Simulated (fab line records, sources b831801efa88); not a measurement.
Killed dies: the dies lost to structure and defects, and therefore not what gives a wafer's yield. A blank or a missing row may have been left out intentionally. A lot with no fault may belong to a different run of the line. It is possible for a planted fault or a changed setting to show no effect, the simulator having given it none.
fab line records    flow gf180mcu
[record] lots = 5  wafers = 15  lastDay = 34
route steps=602 shown V1@355 M2@362 V2@382
lots that met no fault: from a run of the same line without faults
startH: hours from the record's first day to the start of the lot's first wafer shown    waitH: hours since the lot's step before    " same as the row above    L1.1+2: several wafers, shown together as one row    - no value present, or no start provided    * or withheld: withheld    < > ~ a bound
route shown NAME@n: names a module that has steps shown in the file, with the first one's number in the route    usual: mean/standard deviation taken from wafers without a fault    same: alike in all rows    chamber/n: place in a boat    sites: the reading at each site    _std_site: standard deviation across them    _edge_site: mean of outer sites minus mean of inner sites    radiusMm: for every site, how far away it sits from the centre of the wafer    mask NAME#n: copy n    behind: the most recent tool/chamber to have shaped the wafer    hold: why the lot was held/for how many hours/how that ended    device: names the non-switching transistor (n, p or np)    end of line: the same wafers' tests at the end of the route    step lacking rows: just its recipe    killed: at the first sort, the dies lost to defects and structure; wafer yield is something else    map: the dies of a wafer, with x for killed, . for not killed, _ for no die there
set.NAME: the setting the step ran with; set.NAME@STEP: the setting that earlier step ran with    model.NAME: the simulator's own value behind a step, which no gauge read
lots seen at some steps along the route; tables by step, rows by wafer
services: when a tool's chamber went out of use (startH, in hours from the record's first day, below 0 if earlier), for how many hours, and the reason
[[steps]]
[step GF_V1_CLEAN_20]
[recipe] chemistry = DIW  dry = n2Spin
lot.wafer   tool         chamber  startH  waitH
L085.3+4+5  wetBench-03  0        519.90  0.0
L087.2+3+6  wetBench-02  1        532.64  0.0
L088.1+3+5  wetBench-03  0        545.20  0.0
L094.2+4+6  wetBench-03  3        584.88  0.0
L096.2+4+5  wetBench-03  3        595.63  0.0
[step GF_V1_SPUTTER_21]
[recipe] material = Ti  targetThkNm = 15  chamberPressurePa = 5  powerW = 2500  substrateTempC = 200  timeS = 80.02
[usual] chamberPressurePa = 5.001/0.0093  throttleValvePct = 30.6/0.81
lot.wafer  tool           chamber  startH  waitH  chamberPressurePa  throttleValvePct
L085.3     pvdSputter-03  -        519.99  0.0    4.980              30.5
L085.4     "              -        "       "      4.994              29.6
L085.5     "              -        "       "      5.011              30.2
L087.2     pvdSputter-02  -        532.74  0.0    5.006              29.0
L087.3     "              -        "       "      5.020              32.3
L087.6     "              -        "       "      5.010              30.9
L088.1     pvdSputter-02  -        545.29  0.0    4.988              30.8
L088.3     "              -        "       "      4.999              32.1
L088.5     "              -        "       "      4.998              29.1
L094.2     pvdSputter-03  -        584.98  0.0    5.002              31.7
L094.4     "              -        "       "      5.003              29.7
L094.6     "              -        "       "      4.988              31.5
L096.2     pvdSputter-01  -        595.73  0.0    5.008              30.5
L096.4     "              -        "       "      5.008              31.1
L096.5     "              -        "       "      5.002              30.5
[step GF_V1_SPUTTER_22]
[recipe] material = TiN  targetThkNm = 10  chamberPressurePa = 5  powerW = 4000  timeS = 40
[usual] chamberPressurePa = 4.999/0.01  throttleValvePct = 30.6/0.81
lot.wafer  tool           chamber  startH  waitH  chamberPressurePa  throttleValvePct
L085.3     pvdSputter-03  -        520.05  0.0    4.991              30.7
L085.4     "              -        "       "      5.005              29.8
L085.5     "              -        "       "      4.981              29.9
L087.2     pvdSputter-02  -        532.80  0.0    5.010              29.1
L087.3     "              -        "       "      5.011              32.1
L087.6     "              -        "       "      4.974              31.3
L088.1     pvdSputter-02  -        545.35  0.0    5.010              30.7
L088.3     "              -        "       "      4.989              32.0
L088.5     "              -        "       "      5.009              28.9
L094.2     pvdSputter-03  -        585.04  0.0    4.997              31.8
L094.4     "              -        "       "      4.981              29.7
L094.6     "              -        "       "      4.983              31.4
L096.2     pvdSputter-01  -        595.79  0.0    5.010              30.9
L096.4     "              -        "       "      4.999              31.0
L096.5     "              -        "       "      4.993              30.6
[step GF_V1_CVD_23]
[recipe] material = W  targetThkNm = 350  timeS = 105.05  tempC = 400  pressureTorr = 40
[usual] heaterPowerW = 912/160
lot.wafer  tool     chamber  startH  waitH  heaterPowerW
L085.3     cvdW-02  0        520.13  0.1    703
L085.4     "        1        "       "      776
L085.5     "        0        "       "      728
L087.2     cvdW-02  0        532.84  0.0    727
L087.3     "        1        "       "      758
L087.6     "        1        "       "      774
L088.1     cvdW-01  1        545.39  0.0    1159
L088.3     "        1        "       "      1121
L088.5     "        1        "       "      1124
L094.2     cvdW-02  1        585.08  0.0    762
L094.4     "        0        "       "      704
L094.6     "        1        "       "      777
L096.2     cvdW-02  0        595.83  0.0    714
L096.4     "        0        "       "      701
L096.5     "        0        "       "      703
[step GF_V1_RS_MEAS_24]
[recipe] thkMeasGauge = four-point-probe  reads = W_of_V1_CVD_23+TiN_of_V1_SPUTTER_22+Ti_of_V1_SPUTTER_21
[usual] V1_W_RS = 0.329/0.0045
lot.wafer  tool          chamber  startH  waitH  V1_W_RS[ohm/sq]
L085.3     filmMetro-02  -        520.25  0.1    0.329
L085.4     "             -        "       "      0.328
L085.5     "             -        "       "      0.333
L087.2     filmMetro-02  -        532.97  0.1    0.331
L087.3     "             -        "       "      0.324
L087.6     "             -        "       "      0.321
L088.1     filmMetro-02  -        545.51  0.1    0.323
L088.3     "             -        "       "      0.326
L088.5     "             -        "       "      0.324
L094.2     filmMetro-03  -        585.21  0.1    0.323
L094.4     "             -        "       "      0.336
L094.6     "             -        "       "      0.329
L096.2     filmMetro-02  -        595.96  0.1    0.334
L096.4     "             -        "       "      0.335
L096.5     "             -        "       "      0.342
[step GF_V1_THK_MEAS_25]
[recipe] thkMeasGauge = xrf  reads = W_of_V1_CVD_23
[usual] V1_W_THK = 345/6
lot.wafer  tool          chamber  startH  waitH  V1_W_THK[nm]
L085.3     filmMetro-02  -        520.35  0.1    341
L085.4     "             -        "       "      342
L085.5     "             -        "       "      337
L087.2     filmMetro-02  -        533.08  0.1    340
L087.3     "             -        "       "      347
L087.6     "             -        "       "      349
L088.1     filmMetro-02  -        545.63  0.1    349
L088.3     "             -        "       "      344
L088.5     "             -        "       "      348
L094.2     filmMetro-03  -        585.32  0.1    357
L094.4     "             -        "       "      343
L094.6     "             -        "       "      348
L096.2     filmMetro-02  -        596.07  0.1    339
L096.4     "             -        "       "      338
L096.5     "             -        "       "      332
[step GF_V1_CMP_26]
[recipe] stopOn = SiO2  downForcePsi = 3.5  platenRpm = 60  tOverpolishS = 15  targetThkNm = 0  padVelocityMS = 0.94248
[usual] motorCurrentA = 10.8/1.2  overpolishRunS = 15.000/0.0091  timeToEndpointS = 85/3.5
lot.wafer  tool    chamber  startH  waitH  motorCurrentA  overpolishRunS  timeToEndpointS
L085.3     cmp-01  0        520.39  0.0    10.8           15.008          85
L085.4     "       2        "       "      9.7            14.988          83
L085.5     "       0        "       "      11.5           14.994          85
L087.3     cmp-01  1        533.23  0.1    13.3           14.993          86
L087.2     "       2        "       "      10.0           15.004          80
L087.6     "       3        "       "      11.0           15.012          81
L088.1     cmp-02  0        545.79  0.1    9.8            14.991          86
L088.3     "       1        "       "      9.2            15.004          83
L088.5     "       2        "       "      10.6           15.013          90
L094.4     cmp-01  2        585.47  0.1    10.1           15.006          79
L094.2     "       3        "       "      10.6           15.002          86
L094.6     "       0        "       "      11.3           15.004          82
L096.2     cmp-01  3        596.12  0.0    10.9           15.004          81
L096.4     "       1        "       "      13.1           15.007          82
L096.5     "       0        "       "      11.2           15.002          79
[step GF_M2_SPUTTER_00]
[recipe] material = Ti  targetThkNm = 37.5  arrivingIonEnergyEv = 80  substrateTempC = 200  chamberPressurePa = 2  powerW = 4000  timeS = 150
[usual] chamberPressurePa = 2.000/0.0038  throttleValvePct = 30.6/1.2
lot.wafer  tool           chamber  startH  waitH  chamberPressurePa  throttleValvePct
L085.3     pvdSputter-02  -        520.69  0.2    1.999              30.6
L085.4     "              -        "       "      1.997              32.2
L085.5     "              -        "       "      2.003              32.2
L087.2     pvdSputter-02  -        533.43  0.1    1.997              31.1
L087.3     "              -        "       "      2.001              29.1
L087.6     "              -        "       "      1.997              32.0
L088.1     pvdSputter-04  -        545.99  0.1    2.001              30.9
L088.3     "              -        "       "      2.001              32.4
L088.5     "              -        "       "      1.998              31.1
L094.2     pvdSputter-03  -        585.67  0.1    2.003              31.2
L094.4     "              -        "       "      2.000              29.9
L094.6     "              -        "       "      2.002              31.6
L096.2     pvdSputter-02  -        596.42  0.2    2.003              30.8
L096.4     "              -        "       "      2.006              32.2
L096.5     "              -        "       "      1.994              29.0
[step GF_M2_SPUTTER_01]
[recipe] material = TiN  targetThkNm = 30  powerW = 6500  timeS = 25  chamberPressurePa = 0.4
[usual] chamberPressurePa = 0.4000/0.00077  throttleValvePct = 30.5/1.2
lot.wafer  tool           chamber  startH  waitH  chamberPressurePa  throttleValvePct
L085.3     pvdSputter-02  -        520.79  0.1    0.3998             30.7
L085.4     "              -        "       "      0.3993             32.2
L085.5     "              -        "       "      0.3999             32.1
L087.2     pvdSputter-02  -        533.53  0.1    0.4003             30.9
L087.3     "              -        "       "      0.3994             28.9
L087.6     "              -        "       "      0.4002             32.1
L088.1     pvdSputter-04  -        546.09  0.1    0.4008             31.1
L088.3     "              -        "       "      0.3986             31.8
L088.5     "              -        "       "      0.4001             31.1
L094.2     pvdSputter-03  -        585.77  0.1    0.3992             31.4
L094.4     "              -        "       "      0.3989             30.0
L094.6     "              -        "       "      0.3995             31.8
L096.2     pvdSputter-02  -        596.52  0.1    0.4006             31.5
L096.4     "              -        "       "      0.4002             32.2
L096.5     "              -        "       "      0.3994             28.8
[step GF_M2_SPUTTER_02]
[recipe] material = AlCu  targetThkNm = 450  powerW = 10600  timeS = 23.9  chamberPressurePa = 0.4
[usual] chamberPressurePa = 0.3999/0.00071  throttleValvePct = 30.6/1.3
lot.wafer  tool           chamber  startH  waitH  chamberPressurePa  throttleValvePct
L085.3     pvdSputter-02  -        520.82  0.0    0.4000             30.8
L085.4     "              -        "       "      0.3994             32.2
L085.5     "              -        "       "      0.3990             32.1
L087.2     pvdSputter-02  -        533.56  0.0    0.4002             31.4
L087.3     "              -        "       "      0.3992             29.0
L087.6     "              -        "       "      0.4008             32.2
L088.1     pvdSputter-04  -        546.12  0.0    0.4005             31.1
L088.3     "              -        "       "      0.4005             32.3
L088.5     "              -        "       "      0.4003             31.2
L094.2     pvdSputter-03  -        585.80  0.0    0.4004             31.7
L094.4     "              -        "       "      0.3999             29.8
L094.6     "              -        "       "      0.4004             31.7
L096.2     pvdSputter-02  -        596.55  0.0    0.3998             31.3
L096.4     "              -        "       "      0.3985             32.3
L096.5     "              -        "       "      0.4002             29.0
[step GF_M2_SPUTTER_03]
[recipe] material = Ti  targetThkNm = 10  substrateTempC = 300  chamberPressurePa = 0.3  powerW = 3000  timeS = 6.7
[usual] chamberPressurePa = 0.3000/0.00062  throttleValvePct = 30.5/1.3
lot.wafer  tool           chamber  startH  waitH  chamberPressurePa  throttleValvePct
L085.3     pvdSputter-02  -        520.85  0.0    0.3001             30.7
L085.4     "              -        "       "      0.2988             32.4
L085.5     "              -        "       "      0.3003             32.3
L087.2     pvdSputter-02  -        533.59  0.0    0.2986             31.0
L087.3     "              -        "       "      0.3000             28.9
L087.6     "              -        "       "      0.2991             32.2
L088.1     pvdSputter-04  -        546.15  0.0    0.3004             31.1
L088.3     "              -        "       "      0.2993             32.3
L088.5     "              -        "       "      0.3001             31.2
L094.2     pvdSputter-03  -        585.83  0.0    0.2999             31.7
L094.4     "              -        "       "      0.3002             29.8
L094.6     "              -        "       "      0.3000             31.5
L096.2     pvdSputter-02  -        596.58  0.0    0.3003             31.6
L096.4     "              -        "       "      0.3003             32.2
L096.5     "              -        "       "      0.2993             29.2
[step GF_M2_SPUTTER_04]
[recipe] material = TiN  targetThkNm = 50  powerW = 6500  timeS = 41.7  chamberPressurePa = 0.4
[usual] chamberPressurePa = 0.3999/0.00078  throttleValvePct = 30.6/1.2
lot.wafer  tool           chamber  startH  waitH  chamberPressurePa  throttleValvePct
L085.3     pvdSputter-02  -        520.87  0.0    0.3990             30.6
L085.4     "              -        "       "      0.4005             32.3
L085.5     "              -        "       "      0.3999             32.0
L087.2     pvdSputter-02  -        533.61  0.0    0.3997             31.0
L087.3     "              -        "       "      0.4006             29.0
L087.6     "              -        "       "      0.4017             32.2
L088.1     pvdSputter-04  -        546.17  0.0    0.3986             31.1
L088.3     "              -        "       "      0.3993             32.5
L088.5     "              -        "       "      0.3987             31.3
L094.2     pvdSputter-03  -        585.85  0.0    0.4010             31.4
L094.4     "              -        "       "      0.3999             30.1
L094.6     "              -        "       "      0.3996             31.5
L096.2     pvdSputter-02  -        596.60  0.0    0.3986             31.3
L096.4     "              -        "       "      0.4000             32.3
L096.5     "              -        "       "      0.4018             29.3
[step GF_M2_RS_MEAS_05]
[recipe] thkMeasGauge = four-point-probe  reads = TiN_of_M2_SPUTTER_04+Ti_of_M2_SPUTTER_03+AlCu_of_M2_SPUTTER_02+TiN_of_M2_SPUTTER_01+Ti_of_M2_SPUTTER_00
[usual] M2_ALCU_RS = 0.0693/0.00069
lot.wafer  tool          chamber  startH  waitH  M2_ALCU_RS[ohm/sq]
L085.3     filmMetro-02  -        520.95  0.1    0.0696
L085.4     "             -        "       "      0.0696
L085.5     "             -        "       "      0.0697
L087.2     filmMetro-04  -        533.67  0.0    0.0698
L087.3     "             -        "       "      0.0694
L087.6     "             -        "       "      0.0699
L088.1     filmMetro-03  -        546.21  0.0    0.0689
L088.3     "             -        "       "      0.0679
L088.5     "             -        "       "      0.0691
L094.2     filmMetro-02  -        585.91  0.0    0.0690
L094.4     "             -        "       "      0.0695
L094.6     "             -        "       "      0.0694
L096.2     filmMetro-02  -        596.66  0.0    0.0693
L096.4     "             -        "       "      0.0706
L096.5     "             -        "       "      0.0694
[step GF_M2_THK_MEAS_06]
[recipe] thkMeasGauge = xrf  reads = AlCu_of_M2_SPUTTER_02
[usual] M2_ALCU_THK = 450/4.7
lot.wafer  tool          chamber  startH  waitH  M2_ALCU_THK[nm]
L085.3     filmMetro-02  -        521.05  0.1    451
L085.4     "             -        "       "      448
L085.5     "             -        "       "      448
L087.2     filmMetro-04  -        533.78  0.1    446
L087.3     "             -        "       "      451
L087.6     "             -        "       "      448
L088.1     filmMetro-03  -        546.33  0.1    451
L088.3     "             -        "       "      458
L088.5     "             -        "       "      451
L094.2     filmMetro-02  -        586.02  0.1    456
L094.4     "             -        "       "      452
L094.6     "             -        "       "      453
L096.2     filmMetro-02  -        596.77  0.1    452
L096.4     "             -        "       "      445
L096.5     "             -        "       "      453
[step GF_M2_DEHYDRATE_07]
[recipe] tempC = 200  timeS = 60
lot.wafer   tool           chamber  startH  waitH
L085.3+4+5  lithoTrack-03  0        531.88  10.8
L087.2+3+6  lithoTrack-03  0        544.50  10.7
L088.1+3+5  lithoTrack-01  0        556.62  10.3
L094.2+4+6  lithoTrack-04  0        596.06  10.0
L096.2+4+5  lithoTrack-04  0        606.21  9.4
[step GF_M2_HMDS_08]
[recipe] primeTimeS = 60  primeTempC = 120
lot.wafer   tool           chamber  startH  waitH
L085.3+4+5  lithoTrack-03  0        532.03  0.1
L087.2+3+6  lithoTrack-03  0        544.65  0.1
L088.1+3+5  lithoTrack-01  0        556.77  0.1
L094.2+4+6  lithoTrack-04  0        596.21  0.1
L096.2+4+5  lithoTrack-04  0        606.36  0.1
[step GF_M2_COAT_09]
[recipe] resist = KrF  spinRpm = withheld  resistThkNm = 1000
lot.wafer   tool           chamber  startH  waitH
L085.3+4+5  lithoTrack-03  0        532.18  0.1
L087.2+3+6  lithoTrack-03  0        544.80  0.1
L088.1+3+5  lithoTrack-01  0        556.92  0.1
L094.2+4+6  lithoTrack-04  0        596.36  0.1
L096.2+4+5  lithoTrack-04  0        606.51  0.1
[step GF_M2_SOFTBAKE_10]
[recipe] tempC = 130  timeS = 60  resist = KrF
lot.wafer   tool           chamber  startH  waitH
L085.3+4+5  lithoTrack-03  0        532.33  0.1
L087.2+3+6  lithoTrack-03  0        544.95  0.1
L088.1+3+5  lithoTrack-01  0        557.07  0.1
L094.2+4+6  lithoTrack-04  0        596.51  0.1
L096.2+4+5  lithoTrack-04  0        606.66  0.1
[step GF_M2_EXPOSE_11]
[recipe] maskId = Metal2  targetCdNm = 280  na = 0.68  sourceShape = conventional  sigmaOuter = 0.6  doseMj = 28
[usual] focusOffsetNm = 0.1/0.52
lot.wafer  tool           chamber  startH  waitH  mask      focusOffsetNm
L085.3     krfScanner-02  0        -       -      Metal2#0  -0.1
L085.4     "              0        "       "      Metal2#0  0.3
L085.5     "              0        "       "      Metal2#0  0.7
L087.2     krfScanner-01  0        -       -      Metal2#0  1.4
L087.3     "              0        "       "      Metal2#0  0.3
L087.6     "              0        "       "      Metal2#0  0.6
L088.1     krfScanner-01  0        -       -      Metal2#0  0.2
L088.3     "              0        "       "      Metal2#0  0.6
L088.5     "              0        "       "      Metal2#0  0.7
L094.2     krfScanner-01  0        -       -      Metal2#0  0.6
L094.4     "              0        "       "      Metal2#0  -0.1
L094.6     "              0        "       "      Metal2#0  0.3
L096.2     krfScanner-01  0        -       -      Metal2#0  0.7
L096.4     "              0        "       "      Metal2#0  -0.5
L096.5     "              0        "       "      Metal2#0  0.4
[step GF_M2_PEB_12]
[recipe] pebTempC = 135  pebTimeS = 90  resist = KrF
lot.wafer   tool           chamber  startH  waitH
L085.3+4+5  lithoTrack-03  0        -       -
L087.2+3+6  lithoTrack-03  0        -       -
L088.1+3+5  lithoTrack-03  0        -       -
L094.2+4+6  lithoTrack-03  0        -       -
L096.2+4+5  lithoTrack-03  0        -       -
[step GF_M2_DEVELOP_13]
[recipe] developTimeS = 60  devTempC = 21
lot.wafer   tool           chamber  startH  waitH
L085.3+4+5  lithoTrack-03  0        543.72  0.1
L087.2+3+6  lithoTrack-03  0        555.90  0.2
L088.1+3+5  lithoTrack-03  0        568.07  0.2
L094.2+4+6  lithoTrack-03  0        606.75  0.2
L096.2+4+5  lithoTrack-03  0        617.15  0.2
[step GF_M2_CD_MEAS_14]
[recipe] targetCdNm = 280
[usual] cdNm = 280.4/1.3
lot.wafer  tool      chamber  startH  waitH  cdNm
L085.3     cdSem-01  -        543.86  0.1    278.8
L085.4     "         -        "       "      280.2
L085.5     "         -        "       "      281.3
L087.2     cdSem-01  -        556.04  0.1    280.1
L087.3     "         -        "       "      281.0
L087.6     "         -        "       "      280.1
L088.1     cdSem-02  -        568.22  0.1    279.4
L088.3     "         -        "       "      279.8
L088.5     "         -        "       "      279.6
L094.2     cdSem-01  -        606.89  0.1    281.1
L094.4     "         -        "       "      282.1
L094.6     "         -        "       "      281.3
L096.2     cdSem-01  -        617.29  0.1    281.1
L096.4     "         -        "       "      280.2
L096.5     "         -        "       "      281.2
[step GF_M2_OVL_MEAS_15]
[usual] M2_OVL = 0/5.1
lot.wafer  tool        chamber  startH  waitH  M2_OVL[nm]
L085.3     overlay-01  -        543.96  0.1    -10
L085.4     "           -        "       "      -11
L085.5     "           -        "       "      -3
L087.2     overlay-02  -        556.15  0.1    5
L087.3     "           -        "       "      -1
L087.6     "           -        "       "      -1
L088.1     overlay-02  -        568.34  0.1    6
L088.3     "           -        "       "      1
L088.5     "           -        "       "      -4
L094.2     overlay-02  -        607.00  0.1    12
L094.4     "           -        "       "      3
L094.6     "           -        "       "      3
L096.2     overlay-01  -        617.40  0.1    -11
L096.4     "           -        "       "      1
L096.5     "           -        "       "      -1
[step GF_M2_METAL_ETCH_16]
[recipe] chemistry = Cl2/BCl3  maskMaterial = KrF  targetDepthNm = 627.5  stopOn = SiO2  pressureMtorr = 8  icpW = 800  biasW = 140  Cl2_flow_sccm = 80  bcl3FlowSccm = 40  timeS = 104.6
[usual] drypumpMotorCurrentA = 5.9/0.41  oesProductAu = 0.972/0.0064  rfFwdPowerW = 796.5/2.6  throttleValvePct = 28.249/0.01
lot.wafer  tool         chamber  startH  waitH  drypumpMotorCurrentA  oesProductAu  rfFwdPowerW  rfHoursCounterH  throttleValvePct
L085.3     rieMetal-03  0        544.02  0.1    6.3                   0.973         793.6        -                28.265
L085.4     "            1        "       "      6.1                   0.976         801.1        -                28.227
L085.5     "            0        "       "      6.3                   0.968         793.6        -                28.260
L087.2     rieMetal-04  0        556.18  0.0    6.2                   0.968         792.8        12               28.248
L087.3     "            0        "       "      6.2                   0.971         791.9        -                28.258
L087.6     "            0        "       "      6.2                   0.970         793.2        -                28.252
L088.1     rieMetal-03  0        568.38  0.0    6.3                   0.969         795.6        10               28.237
L088.3     "            0        "       "      6.3                   0.971         797.0        -                28.241
L088.5     "            0        "       "      6.3                   0.965         798.7        -                28.265
L094.2     rieMetal-03  1        607.03  0.0    6.1                   0.974         804.3        6                28.241
L094.4     "            1        "       "      6.1                   0.975         801.8        -                28.248
L094.6     "            0        "       "      6.4                   0.973         799.9        -                28.248
L096.2     rieMetal-03  1        617.43  0.0    6.1                   0.971         799.8        6                28.258
L096.4     "            1        "       "      6.1                   0.963         802.4        -                28.237
L096.5     "            0        "       "      6.3                   0.978         799.3        -                28.260
[step GF_M2_STRIP_17]
[recipe] chemistry = O2/N2  powerW = 1400  pressureMtorr = 1500  platenTempC = 250  o2FlowSccm = 3000  n2FlowSccm = 300  overashFraction = 0.5
[usual] drypumpMotorCurrentA = 5.6/0.67  heaterPowerW = 308/17  oesProductAu = 0.559/0.0053  stripTimeToEndpointS = 7.90/0.05
lot.wafer  tool            chamber  startH  waitH  drypumpMotorCurrentA  heaterPowerW  oesProductAu  rfHoursCounterH  stripTimeToEndpointS
L085.3     plasmaAsher-02  0        544.13  0.1    5.1                   288           0.559         -                7.93
L085.4     "               1        "       "      5.3                   294           0.548         -                7.85
L085.5     "               0        "       "      5.1                   289           0.558         -                7.96
L087.2     plasmaAsher-02  1        556.29  0.1    5.3                   299           0.561         48               7.96
L087.3     "               0        "       "      5.1                   293           0.570         -                7.92
L087.6     "               1        "       "      5.3                   304           0.566         -                7.96
L088.1     plasmaAsher-01  0        568.49  0.1    6.1                   296           0.566         81               7.98
L088.3     "               0        "       "      6.1                   291           0.566         -                7.95
L088.5     "               1        "       "      6.1                   335           0.561         -                8.00
L094.2     plasmaAsher-01  0        607.14  0.1    6.1                   293           0.550         86               7.83
L094.4     "               0        "       "      6.1                   295           0.553         -                7.86
L094.6     "               0        "       "      6.1                   300           0.559         -                7.90
L096.2     plasmaAsher-02  1        617.54  0.1    5.3                   292           0.555         56               7.85
L096.4     "               1        "       "      5.3                   293           0.554         -                7.83
L096.5     "               1        "       "      5.2                   297           0.558         -                7.93
[step GF_M2_STRIP_18]
[recipe] chemistry = postEtchResidueRemover  timeS = 1200  tempC = 72.5
lot.wafer   tool         chamber  startH  waitH
L085.3+4+5  wetBench-03  0        544.19  0.0
L087.2+3+6  wetBench-02  1        556.39  0.1
L088.1+3+5  wetBench-03  1        568.59  0.1
L094.2+4+6  wetBench-02  3        607.24  0.1
L096.2+4+5  wetBench-02  3        617.64  0.1
[step GF_M2_CLEAN_19]
[recipe] chemistry = DIW  dry = n2Spin
lot.wafer   tool         chamber  startH  waitH
L085.3+4+5  wetBench-04  0        544.53  0.0
L087.2+3+6  wetBench-03  1        556.73  0.0
L088.1+3+5  wetBench-02  2        568.93  0.0
L094.2+4+6  wetBench-04  3        607.58  0.0
L096.2+4+5  wetBench-04  3        617.98  0.0
[step GF_V2_CVD_00]
[recipe] material = SiO2  targetThkNm = 600  sigmaOpenFrac = 0.3  tempC = 400  timeS = 100  sih4FlowSccm = 60  pressureMtorr = 6
lot.wafer   tool       chamber  startH  waitH
L085.3+4+5  hdpcvd-01  2,1,2    544.63  0.0
L087.2+3+6  hdpcvd-02  0,1,0    556.83  0.0
L088.1+3+5  hdpcvd-01  0,1,2    569.03  0.0
L094.2+4+6  hdpcvd-01  2,0,2    607.68  0.0
L096.2+4+5  hdpcvd-01  0,0,2    618.08  0.0
[step GF_V2_THK_MEAS_01]
[recipe] reads = SiO2_of_V2_CVD_00
[usual] V2_CVD_00_THK = 598/7
lot.wafer  tool          chamber  startH  waitH  V2_CVD_00_THK[nm]
L085.3     filmMetro-04  -        544.72  0.1    586
L085.4     "             -        "       "      586
L085.5     "             -        "       "      587
L087.2     filmMetro-01  -        556.91  0.0    598
L087.3     "             -        "       "      611
L087.6     "             -        "       "      605
L088.1     filmMetro-03  -        569.10  0.0    599
L088.3     "             -        "       "      605
L088.5     "             -        "       "      596
L094.2     filmMetro-03  -        607.76  0.0    600
L094.4     "             -        "       "      600
L094.6     "             -        "       "      597
L096.2     filmMetro-03  -        618.16  0.0    591
L096.4     "             -        "       "      600
L096.5     "             -        "       "      598
[step GF_V2_CVD_02]
[recipe] material = SiO2  targetThkNm = 850  precursor = TEOS  tempC = 400  timeS = 94.851  rfW = 600
[usual] heaterPowerW = 677/95  rfFwdPowerW = 596.6/2.3
lot.wafer  tool      chamber  startH  waitH  heaterPowerW  rfFwdPowerW
L085.3     pecvd-02  2        544.76  0.0    712           593.6
L085.4     "         1        "       "      653           595.7
L085.5     "         2        "       "      733           596.4
L087.2     pecvd-04  1        556.96  0.0    576           596.6
L087.3     "         2        "       "      646           594.9
L087.6     "         1        "       "      632           599.9
L088.1     pecvd-03  0        569.16  0.1    928           597.1
L088.3     "         1        "       "      769           599.2
L088.5     "         2        "       "      708           597.0
L094.2     pecvd-02  1        607.81  0.0    570           596.6
L094.4     "         2        "       "      714           598.2
L094.6     "         1        "       "      607           595.6
L096.2     pecvd-04  0        618.21  0.0    587           597.2
L096.4     "         0        "       "      603           596.3
L096.5     "         1        "       "      723           597.9
[step GF_V2_THK_MEAS_03]
[recipe] reads = SiO2_of_V2_CVD_02
[usual] V2_CVD_02_THK = 850/13
lot.wafer  tool          chamber  startH  waitH  V2_CVD_02_THK[nm]
L085.3     filmMetro-01  -        544.85  0.1    835
L085.4     "             -        "       "      850
L085.5     "             -        "       "      838
L087.2     filmMetro-03  -        557.04  0.0    833
L087.3     "             -        "       "      828
L087.6     "             -        "       "      855
L088.1     filmMetro-01  -        569.23  0.0    846
L088.3     "             -        "       "      841
L088.5     "             -        "       "      849
L094.2     filmMetro-01  -        607.89  0.0    842
L094.4     "             -        "       "      850
L094.6     "             -        "       "      858
L096.2     filmMetro-03  -        618.34  0.1    848
L096.4     "             -        "       "      872
L096.5     "             -        "       "      869
[step GF_V2_CMP_04]
[recipe] material = SiO2  downForcePsi = 4  platenRpm = 60  padVelocityMS = 0.94248
[usual] motorCurrentA = 11.8/1.2  timeToEndpointS = 81/6.2
lot.wafer  tool    chamber  startH  waitH  motorCurrentA  timeToEndpointS
L085.3     cmp-02  0        544.99  0.1    11.0           77
L085.4     "       1        "       "      9.7            82
L085.5     "       3        "       "      12.0           79
L087.2     cmp-01  2        557.09  0.0    10.8           75
L087.3     "       0        "       "      12.4           73
L087.6     "       2        "       "      10.4           83
L088.1     cmp-02  1        569.34  0.1    9.6            82
L088.3     "       2        "       "      11.8           83
L088.5     "       0        "       "      10.6           81
L094.2     cmp-02  1        608.04  0.1    10.1           81
L094.4     "       2        "       "      12.2           89
L094.6     "       3        "       "      12.2           88
L096.2     cmp-01  0        618.39  0.0    13.0           76
L096.4     "       1        "       "      14.4           89
L096.5     "       1        "       "      14.3           85
[step GF_V2_BOW_MEAS_05]
[recipe] mode = bow
[usual] V2_BOW = 97/7.5
lot.wafer  tool          chamber  startH  waitH  V2_BOW[um]
L085.3     filmMetro-04  -        545.23  0.2    81
L085.4     "             -        "       "      92
L085.5     "             -        "       "      97
L087.2     filmMetro-03  -        557.41  0.3    111
L087.3     "             -        "       "      104
L087.6     "             -        "       "      97
L088.1     filmMetro-03  -        569.59  0.2    88
L088.3     "             -        "       "      93
L088.5     "             -        "       "      100
L094.2     filmMetro-03  -        608.26  0.2    89
L094.4     "             -        "       "      98
L094.6     "             -        "       "      94
L096.2     filmMetro-03  -        618.71  0.3    89
L096.4     "             -        "       "      93
L096.5     "             -        "       "      96
[step GF_V2_DEHYDRATE_06]
[recipe] tempC = 200  timeS = 60
lot.wafer   tool           chamber  startH  waitH
L085.3+4+5  lithoTrack-04  0        555.74  10.5
L087.2+3+6  lithoTrack-04  0        567.96  10.5
L088.1+3+5  lithoTrack-02  0        579.48  9.9
L094.2+4+6  lithoTrack-01  0        618.04  9.8
L096.2+4+5  lithoTrack-02  0        628.46  9.7
[step GF_V2_HMDS_07]
[recipe] primeTimeS = 60  primeTempC = 120
lot.wafer   tool           chamber  startH  waitH
L085.3+4+5  lithoTrack-04  0        555.89  0.1
L087.2+3+6  lithoTrack-04  0        568.11  0.1
L088.1+3+5  lithoTrack-02  0        579.63  0.1
L094.2+4+6  lithoTrack-01  0        618.19  0.1
L096.2+4+5  lithoTrack-02  0        628.61  0.1
[[services]]
tool            chamber  startH  hours  kind
plasmaAsher-01  -        498.48  28.1   pm
pvdSputter-03   -        512.91  1.0    repair
cmp-01          -        516.56  1.1    repair
hdpcvd-01       2        517.28  13.4   repair
krfScanner-01   -        517.69  1.0    pm
pvdSputter-02   -        525.37  2.5    repair
pvdSputter-03   -        526.40  10.5   repair
pvdSputter-03   -        528.27  0.8    repair
krfScanner-01   -        531.58  0.4    repair
pecvd-02        -        535.52  5.5    pm
plasmaAsher-01  -        538.70  0.6    repair
wetBench-02     -        543.35  6.1    repair
krfScanner-01   -        543.84  0.8    pm
wetBench-02     -        559.93  4.2    repair
rieMetal-03     0        571.83  8.2    repair
cmp-01          -        572.24  4.0    pm
cmp-02          -        575.86  2.2    repair
krfScanner-01   -        577.95  3.6    pm
krfScanner-01   -        581.51  1.3    pm
rieMetal-03     -        590.26  9.0    repair
pecvd-04        -        591.12  14.0   pm
pecvd-04        1        596.88  2.7    repair
hdpcvd-01       -        626.64  6.0    pm
cvdW-02         -        628.03  14.6   pm
[[key]]
fault none
